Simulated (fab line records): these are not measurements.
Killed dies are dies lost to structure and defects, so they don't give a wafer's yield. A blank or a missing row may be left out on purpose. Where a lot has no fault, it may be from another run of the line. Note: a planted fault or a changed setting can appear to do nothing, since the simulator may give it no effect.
Which of the tools did it? ; flow gf180mcu ; 33 wafers from 11 lots sampled at 3 of the route's 602 steps

## WHAT THE GAUGES READ, wafer by wafer
GF_PSD_TW_MEAS_11.
lot;measured;on;PSD_TW
L949;day 14 15:16;film_metro-03;3168 3165 3155
L953;day 16 01:25;film_metro-01;3165 3166 3184
L954;day 16 10:00;film_metro-03;3126 3131 3132
L955;day 16 20:25;film_metro-03;3126 3135 3151
L957;day 17 15:57;film_metro-01;3184 3197 3192
L958;day 17 18:49;film_metro-01;3181 3187 3193
L961;day 18 17:55;film_metro-03;2996 3006 3004
L962;day 19 02:06;film_metro-02;2976 2992 2980
L965;day 20 07:26;film_metro-01;3189 3172 3176
L967;day 20 22:43;film_metro-02;3187 3191 3204
L970;day 21 23:34;film_metro-02;3176 3163 3150

## WHICH TOOL RAN EACH LOT (tool, then ch and the chambers of the sampled wafers, then the start)
lot;GF_PSD_IMPLANT_09;GF_PSD_STRIP_10
L949;implanter-01 ch 0, day 14 15:01;plasma_asher-01 ch 0,1, day 14 15:10
L953;implanter-04 ch 0, day 16 01:11;plasma_asher-01 ch 0,1, day 16 01:19
L954;implanter-04 ch 0, day 16 09:46;plasma_asher-02 ch 0,1, day 16 09:53
L955;implanter-04 ch 0, day 16 20:11;plasma_asher-01 ch 0,1, day 16 20:19
L957;implanter-04 ch 0, day 17 15:43;plasma_asher-02 ch 0,1, day 17 15:50
L958;implanter-04 ch 0, day 17 18:35;plasma_asher-04 ch 0,1, day 17 18:43
L961;implanter-04 ch 0, day 18 17:43;plasma_asher-01 ch 0,1, day 18 17:49
L962;implanter-04 ch 0, day 19 01:52;plasma_asher-02 ch 1, day 19 01:59
L965;implanter-01 ch 0, day 20 07:11;plasma_asher-04 ch 0,1, day 20 07:20
L967;implanter-03 ch 0, day 20 22:31;plasma_asher-01 ch 0,1, day 20 22:37
L970;implanter-03 ch 0, day 21 23:20;plasma_asher-02 ch 0,1, day 21 23:28
- GF_PSD_IMPLANT_09
- GF_PSD_STRIP_10: strips in O2/N2.

## THE ANSWER, worked out from the rows above alone
Rule: the lots themselves supply what counts as usual. Put in order of their means at a reading, lots are off if they are a third of the lots or fewer, leave a main group of 4 or more, and stand apart from it by a gap of 3 or more times the standard deviation of the main group's means; of several such gaps the widest counts. Not used: any main group whose means are identical at the precision the tables above print for the reading. Also off: a lot with no number at a reading for which 4 or more lots have one. Any other lot the step has rows for is counted as sound.
Off: at GF_PSD_TW_MEAS_11 (PSD_TW), L961, L962. The main group has a mean of 3168 with a standard deviation of 22.
A tool fits if, at a process step before that reading, it ran every lot that is off, and no sound lot after the first of them. Gauges at GF_PSD_TW_MEAS_11: tried the same way as those tools. One fits: implanter-04 at GF_PSD_IMPLANT_09. Its last sound lot is L958 (day 17 18:35), its first lot that is off L961 (day 18 17:43): a fault that began between those two fits.

## WHAT THE SIMULATOR PUT IN
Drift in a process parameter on implanter-04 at GF_PSD_IMPLANT_09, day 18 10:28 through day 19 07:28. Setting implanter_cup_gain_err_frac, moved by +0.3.
Struck lots among those shown: L961, L962. Same finding as the rule above.
